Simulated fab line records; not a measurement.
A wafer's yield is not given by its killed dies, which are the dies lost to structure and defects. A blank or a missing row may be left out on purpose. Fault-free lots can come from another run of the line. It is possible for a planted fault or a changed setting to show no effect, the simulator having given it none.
The same fault as seen by 2 desks || flow gf180mcu || what lay behind the numbers comes last; until then each desk has only its own

## THE METROLOGY DESK
Means of the sampled wafers that have a number, per lot and without regard to the tool the lot ran on: this is what the gauges read. Any lot whose mean is over 4 standard deviations away from the usual mean is out of limits and marked OUT; that distance is given in the brackets. Readings shown: 7 of its 9, picked as those furthest out on some lot.
Columns: A = V2_W_RS at GF_V2_RS_MEAS_24, usual 0.325 ohm/sq; B = M3_ALCU_RS at GF_M3_RS_MEAS_05, usual 0.0697 ohm/sq; C = M3_ALCU_THK at GF_M3_THK_MEAS_06, usual 445 nm; D = cdNm at GF_M3_CD_MEAS_14, usual 280.2 nm; E = M3_OVL at GF_M3_OVL_MEAS_15, usual -3 nm; F = V3_CVD_00_THK at GF_V3_THK_MEAS_01, usual 598 nm; G = V3_BOW at GF_V3_BOW_MEAS_05, usual 118 um
{"lot": "L244", "first seen here": "day 23 13:45", "A": 0.322, "B": 0.0701, "C": 444, "D": 279.8, "E": -9, "F": 590, "G": 131}
{"lot": "L245", "first seen here": "day 23 20:31", "A": 0.325, "B": 0.0695, "C": 449, "D": 280.3, "E": 4, "F": 594, "G": 118}
{"lot": "L254", "first seen here": "day 26 11:35", "A": 0.321, "B": 0.0697, "C": 444, "D": 281.2, "E": -6, "F": 603, "G": 133}
{"lot": "L255", "first seen here": "day 27 03:10", "A": 0.331, "B": 0.0716, "C": 436, "D": 280.8, "E": 8, "F": 596, "G": 112}
{"lot": "L257", "first seen here": "day 27 12:29", "A": 0.325, "B": 0.0706, "C": 440, "D": 279.3, "E": 3, "F": 592, "G": 127}
This desk's verdict: no lot among the 5 shows anything out of limits.

## DESK OF THE TOOL OWNER: pvdSputter-04
At GF_M3_SPUTTER_04 (material TiN, target thk 50 nm, time 41.7 s) the tool's own readings: per lot run on this tool, the mean of the sampled wafers that have a number. Any lot whose mean is over 4 standard deviations away from the usual mean is out of limits and marked OUT; that distance is given in the brackets.
Columns: A = chamberPressurePa at GF_M3_SPUTTER_04, usual 0.4000 Pa; B = throttleValvePct at GF_M3_SPUTTER_04, usual 29.9 %
{"lot": "L245", "first seen here": "day 23 21:10", "A": 0.4008, "B": 29.7}
{"lot": "L255", "first seen here": "day 27 03:50", "A": 0.4007, "B": 29.5}
This desk's verdict: no lot among the 2 shows anything out of limits.

## TAKEN TOGETHER
At the metrology desk, nothing out of limits was observed.
The desk of the tool owner found nothing out of limits.

## WHAT HAD BEEN PUT IN BY THE SIMULATOR
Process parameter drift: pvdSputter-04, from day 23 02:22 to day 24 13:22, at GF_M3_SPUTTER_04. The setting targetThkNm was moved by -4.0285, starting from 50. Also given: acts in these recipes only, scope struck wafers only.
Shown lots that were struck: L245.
